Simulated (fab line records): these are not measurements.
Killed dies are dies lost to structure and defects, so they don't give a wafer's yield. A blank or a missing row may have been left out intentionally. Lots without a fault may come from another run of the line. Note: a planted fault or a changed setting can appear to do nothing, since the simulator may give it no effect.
Which tool did it? + flow sfq-line + 14 lots, 42 wafers sampled, at 4 steps of a route of 325

## WHAT THE GAUGES SHOWED, per wafer
SFQ_I2_OVL_MEAS_918. Usual: I2_OVL 0 nm, standard deviation 4.3.
| lot  | measured     | on         | I2_OVL (nm) | flag |
|------|--------------|------------|-------------|------|
| L248 | day 30 05:14 | overlay-02 | -1 0 3      |      |
| L249 | day 30 17:13 | overlay-02 | 4 3 -6      |      |
| L250 | day 33 10:11 | overlay-02 | 4 6 1       |      |
| L251 | day 33 13:47 | overlay-01 | 7 4 0       |      |
| L254 | day 39 04:02 | overlay-01 | -3 -3 4     |      |
| L255 | day 39 12:34 | overlay-01 | 12 4 0      |      |
| L260 | day 41 23:43 | overlay-02 | 5 0 4       |      |
| L263 | day 42 14:14 | overlay-01 | -3 -3 -1    |      |
| L266 | day 43 22:47 | overlay-02 | -5 -4 2     |      |
| L267 | day 44 06:00 | overlay-01 | -3 4 3      |      |
| L268 | day 44 14:23 | overlay-01 | -7 -10 -3   |      |
| L269 | day 45 01:12 | overlay-02 | -5 -1 -2    |      |
| L270 | day 45 12:00 | overlay-01 | -7 2 -2     |      |
| L271 | day 45 19:11 | overlay-02 | -1 -4 -10   |      |

SFQ_I4_BOW_MEAS_927. Usual: I4_BOW 6 um, standard deviation 8.3.
| lot  | measured     | on            | I4_BOW (um) | flag |
|------|--------------|---------------|-------------|------|
| L248 | day 36 23:48 | film-metro-03 | 11 10 8     |      |
| L249 | day 37 00:13 | film-metro-04 | 12 7 11     |      |
| L250 | day 40 08:04 | film-metro-03 | 5 13 1      |      |
| L251 | day 40 16:05 | film-metro-03 | 9 14 9      |      |
| L254 | day 45 23:27 | film-metro-04 | 1 14 2      |      |
| L255 | day 46 04:15 | film-metro-03 | 0 -7 -5     |      |
| L260 | day 48 23:59 | film-metro-03 | 5 5 -6      |      |
| L263 | day 49 15:28 | film-metro-03 | 2 2 3       |      |
| L266 | day 51 19:37 | film-metro-03 | 23 4 7      |      |
| L267 | day 51 22:39 | film-metro-03 | 10 10 20    |      |
| L268 | day 51 23:34 | film-metro-04 | -5 3 11     |      |
| L269 | day 52 02:35 | film-metro-03 | 4 13 6      |      |
| L270 | day 52 08:35 | film-metro-02 | -14 1 3     |      |
| L271 | day 52 10:37 | film-metro-04 | 4 -1 4      |      |

SFQ_JJ_RS_MEAS_929: the measuring method here is four-point-probe. Usual: JJ_NB_RS 1.047 ohm/sq, standard deviation 0.01.
| lot  | measured     | on            | JJ_NB_RS (ohm/sq)                   | flag |
|------|--------------|---------------|-------------------------------------|------|
| L248 | day 43 00:52 | film-metro-03 | 1.032 1.031 1.028                   |      |
| L249 | day 43 02:36 | film-metro-01 | 1.037 1.041 1.037                   |      |
| L250 | day 46 08:46 | film-metro-03 | 1.041 1.075 1.069                   |      |
| L251 | day 46 16:34 | film-metro-04 | 1.039 1.041 1.042                   |      |
| L254 | day 50 15:40 | film-metro-03 | 1.061 1.049 1.062                   |      |
| L255 | day 51 21:14 | film-metro-04 | 1.047 1.036 1.059                   |      |
| L260 | day 54 14:05 | film-metro-04 | 1.056 0.982 1.054 1.053 0.983 1.054 |      |
| L263 | day 55 06:54 | film-metro-01 | 1.049 1.059 0.984 1.052 1.057 0.982 |      |
| L266 | day 57 19:07 | film-metro-01 | 1.051 1.033 1.026                   |      |
| L267 | day 57 23:58 | film-metro-01 | 1.048 1.049 1.061                   |      |
| L268 | day 58 01:07 | film-metro-03 | 1.028 1.045 1.049                   |      |
| L269 | day 58 02:20 | film-metro-01 | 1.052 1.059 1.040                   |      |
| L270 | day 58 14:15 | film-metro-03 | 1.048 1.045 1.041                   |      |
| L271 | day 58 15:27 | film-metro-01 | 1.046 1.041 1.043                   |      |

## WHAT TOOL EACH LOT RAN ON (gives the tool, then ch and the chambers of the sampled wafers, and finally the start)
| lot  | SFQ_TRILAYER_JJ_TRILAYER_DEP_SPUTTER_112 |
|------|------------------------------------------|
| L248 | pvd-sputter-05, day 43 00:43             |
| L249 | pvd-sputter-03, day 43 02:31             |
| L250 | pvd-sputter-03, day 46 08:41             |
| L251 | pvd-sputter-04, day 46 16:29             |
| L254 | pvd-sputter-04, day 50 15:35             |
| L255 | pvd-sputter-05, day 51 21:10             |
| L260 | pvd-sputter-04, day 54 13:59             |
| L263 | pvd-sputter-04, day 55 06:49             |
| L266 | pvd-sputter-03, day 57 19:02             |
| L267 | pvd-sputter-05, day 57 23:50             |
| L268 | pvd-sputter-03, day 58 01:02             |
| L269 | pvd-sputter-05, day 58 02:14             |
| L270 | pvd-sputter-05, day 58 14:09             |
| L271 | pvd-sputter-03, day 58 15:22             |
- SFQ_TRILAYER_JJ_TRILAYER_DEP_SPUTTER_112: material Nb, target thk 170 nm, time 113.3 s.

## AS READ BY THE TOOLS THEMSELVES (means over the sampled wafers that have a number; for cases with no such wafer, the mark the record gives instead)
SFQ_TRILAYER_JJ_TRILAYER_DEP_SPUTTER_112. Usual: throttle-valve-pct 30.1 %, standard deviation 0.61.
| lot  | tool           | throttle-valve-pct (%) | flag |
|------|----------------|------------------------|------|
| L248 | pvd-sputter-05 | 29.9                   |      |
| L249 | pvd-sputter-03 | 30.8                   |      |
| L250 | pvd-sputter-03 | 30.6                   |      |
| L251 | pvd-sputter-04 | 29.7                   |      |
| L254 | pvd-sputter-04 | 29.6                   |      |
| L255 | pvd-sputter-05 | 29.8                   |      |
| L260 | pvd-sputter-04 | 30.7                   |      |
| L263 | pvd-sputter-04 | 30.1                   |      |
| L266 | pvd-sputter-03 | 30.9                   |      |
| L267 | pvd-sputter-05 | 29.9                   |      |
| L268 | pvd-sputter-03 | 30.6                   |      |
| L269 | pvd-sputter-05 | 29.7                   |      |
| L270 | pvd-sputter-05 | 30.4                   |      |
| L271 | pvd-sputter-03 | 30.4                   |      |

## THE ANSWER, worked out from the rows above alone
Rule: take the mean of a lot's wafers that have a number; if it is more than 3 standard deviations from the usual mean, the lot is off. Also off: a lot with no number at a reading for which 4 or more lots have one. Where the step has rows for the other lots, those lots are counted as sound. Order of review: gauges by route order, followed by the tools' own readings, for which a lot's mean as printed above is used. At the first step where some lot is off, the reading lying furthest off is the one used; lots without a number count as furthest.
Nothing can be told from this: no lot is off at any reading shown.

## WHAT WAS PUT IN BY THE SIMULATOR
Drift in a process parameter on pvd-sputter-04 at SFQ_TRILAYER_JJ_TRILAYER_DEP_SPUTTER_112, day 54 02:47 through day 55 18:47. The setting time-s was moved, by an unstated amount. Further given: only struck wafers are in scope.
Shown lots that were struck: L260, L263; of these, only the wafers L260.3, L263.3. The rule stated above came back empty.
